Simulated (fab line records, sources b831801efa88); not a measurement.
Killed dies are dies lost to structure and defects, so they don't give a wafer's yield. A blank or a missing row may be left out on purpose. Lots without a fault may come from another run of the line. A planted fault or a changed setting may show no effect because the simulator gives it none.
Tool commonality check | flow sky130 | 12 lots, 42 wafers sampled

WHY IT WAS OPENED
At SKY_LDD_HVP_TW_MEAS_10 the reading LDD_HVP_TW is flagged on 2 of 12 lots. Wafers without a fault read 454.1, standard deviation 2.1.
Rule: a lot is flagged when every wafer of it that has a number lies more than 4 standard deviations from that mean, or none has a number. The other lots count as sound.

lot  | measured     | on            | LDD_HVP_TW, wafer by wafer          | flag
L990 | day 22 07:42 | film_metro-03 | 456.1 456.3 454.3                   |
L994 | day 23 20:05 | film_metro-02 | 453.2 455.6 453.9                   |
L995 | day 24 05:09 | film_metro-04 | 457.1 456.2 456.1                   |
L996 | day 24 11:46 | film_metro-02 | 455.2 451.5 454.6                   |
L997 | day 24 23:37 | film_metro-04 | 470.5 473.1 471.3 473.9 471.5 470.9 | FLAGGED
L999 | day 25 16:22 | film_metro-03 | 472.0 469.8 471.8 469.9 471.3 472.0 | FLAGGED
L106 | day 28 10:55 | film_metro-03 | 454.5 453.6 454.2                   |
L107 | day 28 13:52 | film_metro-03 | 456.2 456.8 453.1                   |
L108 | day 28 22:46 | film_metro-04 | 452.8 452.7 452.2                   |
L109 | day 29 04:50 | film_metro-04 | 453.5 450.4 451.6                   |
L110 | day 29 14:37 | film_metro-03 | 454.8 456.1 456.3                   |
L111 | day 29 16:30 | film_metro-03 | 457.2 457.7 455.9                   |
The numbers of the flagged lots are 471.5 on average: +17.4 against the usual, or +8 standard deviations.

WHICH TOOL RAN EACH LOT
The record holds 2 process steps before the reading, out of a route of 708 steps. In each cell: the tool, then ch and the chambers that the sampled wafers went through, then the start.
lot  | flag    | SKY_LDD_N_STRIP_16                   | SKY_LDD_HVP_IMPLANT_08
L990 |         | plasma_asher-02 ch 0,1, day 18 11:30 | implanter-01 ch 0, day 22 07:27
L994 |         | plasma_asher-01 ch 0,1, day 20 00:03 | implanter-01 ch 0, day 23 19:52
L995 |         | plasma_asher-04 ch 0,1, day 20 09:57 | implanter-04 ch 0, day 24 04:54
L996 |         | plasma_asher-02 ch 0, day 20 15:42   | implanter-02 ch 0, day 24 11:31
L997 | FLAGGED | plasma_asher-01 ch 0,1, day 21 04:13 | implanter-01 ch 0, day 24 23:22
L999 | FLAGGED | plasma_asher-04 ch 0, day 21 21:54   | implanter-01 ch 0, day 25 16:08
L106 |         | plasma_asher-01 ch 0,1, day 24 19:54 | implanter-01 ch 0, day 28 10:41
L107 |         | plasma_asher-04 ch 0,1, day 24 22:06 | implanter-02 ch 0, day 28 13:37
L108 |         | plasma_asher-04 ch 0, day 25 08:24   | implanter-01 ch 0, day 28 22:31
L109 |         | plasma_asher-04 ch 0,1, day 25 13:39 | implanter-01 ch 0, day 29 04:37
L110 |         | plasma_asher-01 ch 0,1, day 25 23:27 | implanter-04 ch 0, day 29 14:23
L111 |         | plasma_asher-01 ch 0,1, day 26 02:05 | implanter-01 ch 0, day 29 16:17
What these steps do:
- SKY_LDD_N_STRIP_16: strips in O2/N2.
- SKY_LDD_HVP_IMPLANT_08
- SKY_LDD_HVP_TW_MEAS_10

FLAGGED OVER TOTAL, TOOL BY TOOL (the gauges that took the reading come last)
step                   | tool            | lots run | flagged | share of the flagged lots | sound lots run after its first flagged lot
SKY_LDD_N_STRIP_16     | plasma_asher-01 | 5        | 1       | some                      | 3 (L106,L110,L111)
SKY_LDD_N_STRIP_16     | plasma_asher-02 | 2        | 0       | none                      | -
SKY_LDD_N_STRIP_16     | plasma_asher-04 | 5        | 1       | some                      | 3 (L107,L108,L109)
SKY_LDD_HVP_IMPLANT_08 | implanter-01    | 8        | 2       | all                       | 4 (L106,L108,L109,L111)
SKY_LDD_HVP_IMPLANT_08 | implanter-02    | 2        | 0       | none                      | -
SKY_LDD_HVP_IMPLANT_08 | implanter-04    | 2        | 0       | none                      | -
SKY_LDD_HVP_TW_MEAS_10 | film_metro-02   | 2        | 0       | none                      | -
SKY_LDD_HVP_TW_MEAS_10 | film_metro-03   | 6        | 1       | some                      | 4 (L106,L107,L110,L111)
SKY_LDD_HVP_TW_MEAS_10 | film_metro-04   | 4        | 1       | some                      | 2 (L108,L109)

WHAT THE TABLE ALLOWS
1 row of the table ran every flagged lot: implanter-01 at SKY_LDD_HVP_IMPLANT_08.
- implanter-01 at SKY_LDD_HVP_IMPLANT_08: 2 of its 8 lots flagged. Sound lots ran on it after the first flagged one (L106, L108, L109, L111), which a lasting fault on the whole tool wouldn't allow. Its own readings lie more than 4 standard deviations out on every wafer of the flagged lots: beam_energy_keV.
No row of the table ran every flagged lot and no sound lot after the first.

WHAT THE SIMULATOR HAD PUT IN
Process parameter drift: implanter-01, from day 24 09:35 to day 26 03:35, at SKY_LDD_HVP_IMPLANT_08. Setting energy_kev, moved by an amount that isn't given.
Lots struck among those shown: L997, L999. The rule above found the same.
